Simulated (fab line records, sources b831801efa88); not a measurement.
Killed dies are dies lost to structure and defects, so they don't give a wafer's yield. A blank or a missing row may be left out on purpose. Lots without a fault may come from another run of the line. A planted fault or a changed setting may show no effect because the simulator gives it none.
A sampling plan put to the test | flow gf180mcu | one fab line, 16 faults that these records tell of, each judged on the records of the lots that it struck
The plan is the line's own looks: the steps of the route at which a gauge or an inspection reads the wafer and doesn't change it. A look can be judged if struck wafers have a number there and the file gives its usual mean and standard deviation on fault-free wafers. Caught: at a look after the fault's first step, the mean of the struck wafers lies 4 or more of those standard deviations (sigma) from the usual mean. On the tool: the same test on the tool's own readings at the fault's steps. Another recipe on the struck wafers, or a record that is blank for them alone, also counts as caught.

THE FAULTS, as the simulator had put them in
1. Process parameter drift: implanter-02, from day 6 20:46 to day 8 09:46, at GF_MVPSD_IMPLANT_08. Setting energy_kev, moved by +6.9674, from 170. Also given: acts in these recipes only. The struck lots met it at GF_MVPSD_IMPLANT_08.
2. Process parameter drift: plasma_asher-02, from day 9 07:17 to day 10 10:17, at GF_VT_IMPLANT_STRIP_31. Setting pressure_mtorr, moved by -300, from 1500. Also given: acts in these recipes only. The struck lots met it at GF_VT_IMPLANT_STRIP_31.
3. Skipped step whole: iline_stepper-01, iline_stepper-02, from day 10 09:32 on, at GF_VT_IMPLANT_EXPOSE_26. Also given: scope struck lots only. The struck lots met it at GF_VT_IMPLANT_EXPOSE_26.
4. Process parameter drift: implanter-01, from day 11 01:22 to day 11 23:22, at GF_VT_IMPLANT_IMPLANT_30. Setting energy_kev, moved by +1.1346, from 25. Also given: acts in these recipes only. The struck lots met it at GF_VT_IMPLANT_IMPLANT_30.
5. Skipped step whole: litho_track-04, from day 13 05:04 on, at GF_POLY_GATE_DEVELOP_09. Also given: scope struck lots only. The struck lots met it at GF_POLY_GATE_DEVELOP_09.
6. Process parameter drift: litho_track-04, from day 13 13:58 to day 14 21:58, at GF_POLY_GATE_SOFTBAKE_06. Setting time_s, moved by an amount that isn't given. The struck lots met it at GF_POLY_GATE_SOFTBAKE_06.
7. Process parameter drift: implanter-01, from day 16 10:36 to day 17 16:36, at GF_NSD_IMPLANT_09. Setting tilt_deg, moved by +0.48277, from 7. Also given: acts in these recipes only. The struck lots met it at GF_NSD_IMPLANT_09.
8. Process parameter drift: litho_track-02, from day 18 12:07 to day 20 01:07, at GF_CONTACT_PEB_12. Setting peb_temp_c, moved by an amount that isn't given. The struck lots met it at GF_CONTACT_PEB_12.
9. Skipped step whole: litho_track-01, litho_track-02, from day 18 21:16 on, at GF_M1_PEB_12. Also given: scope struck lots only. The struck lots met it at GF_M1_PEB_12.
10. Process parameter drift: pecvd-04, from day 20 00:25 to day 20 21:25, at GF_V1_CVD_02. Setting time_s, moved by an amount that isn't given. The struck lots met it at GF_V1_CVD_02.
11. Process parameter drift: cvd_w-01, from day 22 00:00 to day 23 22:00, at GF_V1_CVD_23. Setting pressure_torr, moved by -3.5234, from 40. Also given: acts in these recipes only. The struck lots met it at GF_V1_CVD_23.
12. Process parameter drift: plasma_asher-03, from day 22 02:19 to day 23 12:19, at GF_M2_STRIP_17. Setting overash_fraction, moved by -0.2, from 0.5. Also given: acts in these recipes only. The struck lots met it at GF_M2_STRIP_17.
13. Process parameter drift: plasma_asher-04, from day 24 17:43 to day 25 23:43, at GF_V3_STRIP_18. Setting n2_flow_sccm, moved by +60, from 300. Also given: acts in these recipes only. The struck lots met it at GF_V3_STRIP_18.
14. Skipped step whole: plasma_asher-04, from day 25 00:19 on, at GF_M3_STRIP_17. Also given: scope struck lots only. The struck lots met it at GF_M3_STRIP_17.
15. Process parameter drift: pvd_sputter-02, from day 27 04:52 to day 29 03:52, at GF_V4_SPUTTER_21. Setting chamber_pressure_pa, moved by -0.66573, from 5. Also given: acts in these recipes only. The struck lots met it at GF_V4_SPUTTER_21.
16. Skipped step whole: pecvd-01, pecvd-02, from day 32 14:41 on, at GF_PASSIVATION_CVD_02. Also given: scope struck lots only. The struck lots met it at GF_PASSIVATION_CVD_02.

WHAT THE PLAN SAW
fault | on the tool itself                               | first look that catches it                      | reading, sigma | median hours from its first step to that look | hours from the fault's start to the first struck lot there | judged looks passed uncaught
1     | beam_energy_keV +99 or beyond sigma              | not the one look that can be judged after it    | -              | -                                             | -                                                          | 1
2     | chamber_pressure_mTorr -99 or beyond sigma       | none of the 2 looks that can be judged after it | -              | -                                             | -                                                          | 2
3     | no reading that can be judged                    | no look after it can be judged                  | -              | -                                             | -                                                          | 0
4     | beam_energy_keV +99 or beyond sigma              | no look after it can be judged                  | -              | -                                             | -                                                          | 0
5     | the tool's record is blank for the struck wafers | no look after it can be judged                  | -              | -                                             | -                                                          | 0
6     | heater_power_total_W +65 sigma                   | none of the 2 looks that can be judged after it | -              | -                                             | -                                                          | 2
7     | tilt_deg +27 sigma                               | not the one look that can be judged after it    | -              | -                                             | -                                                          | 1
8     | heater_power_total_W -11 sigma                   | none of the 2 looks that can be judged after it | -              | -                                             | -                                                          | 2
9     | the tool's record is blank for the struck wafers | no look after it can be judged                  | -              | -                                             | -                                                          | 0
10    | run_length_s +8.0 sigma                          | none of the 2 looks that can be judged after it | -              | -                                             | -                                                          | 2
11    | chamber_pressure_Torr -40 sigma                  | no look after it can be judged                  | -              | -                                             | -                                                          | 0
12    | under 2 sigma                                    | not the one look that can be judged after it    | -              | -                                             | -                                                          | 1
13    | n2_flow_sccm +73 sigma                           | no look after it can be judged                  | -              | -                                             | -                                                          | 0
14    | the tool's record is blank for the struck wafers | not the one look that can be judged after it    | -              | -                                             | -                                                          | 1
15    | chamber_pressure_pa -67 sigma                    | not the one look that can be judged after it    | -              | -                                             | -                                                          | 1
16    | the tool's record is blank for the struck wafers | no look after it can be judged                  | -              | -                                             | -                                                          | 0
A dash: the fault isn't caught, or these records don't give the number.

Caught at a look: 0 of 16. Caught on the tool: 14 of 16. By one or the other: 14 of 16.
Caught on the tool alone: faults 1, 2, 4, 5, 6, 7, 8, 9, 10, 11, 13, 14, 15, 16.
Caught by neither: faults 3, 12.
